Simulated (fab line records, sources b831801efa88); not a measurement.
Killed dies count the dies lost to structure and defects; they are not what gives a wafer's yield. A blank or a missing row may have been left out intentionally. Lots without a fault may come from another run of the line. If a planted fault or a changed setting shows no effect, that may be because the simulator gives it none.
Matching of chambers ; flow sky130 ; SKY_CONTACT_CVD_00 on pecvd-04 has 3 sister chambers
The step deposits Si3N4, target thk 75 nm. 3 wafers are shown with their chamber, then 8 later ones without.

## WAFERS WITH THEIR CHAMBER
wafer;chamber;heater power w (W)
L087.2;1;714
L090.6;0;736
L092.2;2;744

## WAFERS WITHOUT THEIR CHAMBER
wafer;heater power w (W)
L092.3;606
L092.5;606
L094.2;822
L094.4;837
L094.6;616
L097.1;698
L097.4;834
L097.6;722

## EACH ONE'S CHAMBER
wafer;from the rows above;in truth
L092.3;can't be placed: 1 or 0 or 2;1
L092.5;can't be placed: 1 or 0 or 2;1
L094.2;can't be placed: 2 or 0 or 1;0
L094.4;can't be placed: 2 or 0 or 1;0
L094.6;can't be placed: 1 or 0 or 2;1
L097.1;can't be placed: 1 or 0 or 2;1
L097.4;can't be placed: 2 or 0 or 1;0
L097.6;can't be placed: 1 or 0 or 2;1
Placed correctly: 0 of 8. These rows do not allow placing 8 (true chamber among the candidates in 8). Number placed wrongly: 0.
How it was worked out, from the rows above alone: a wafer's distance from a chamber is the root of the sum, over the readings, of the square of ((its reading less the chamber's mean) divided by the reading's scatter). The wafer belongs to the nearest chamber; if the next one is less than 2 further off, it can't be placed. A chamber's mean is the mean of its shown wafers. The scatter: root of mean squared gap, hidden wafer to nearest shown wafer, with one shown wafer a chamber.
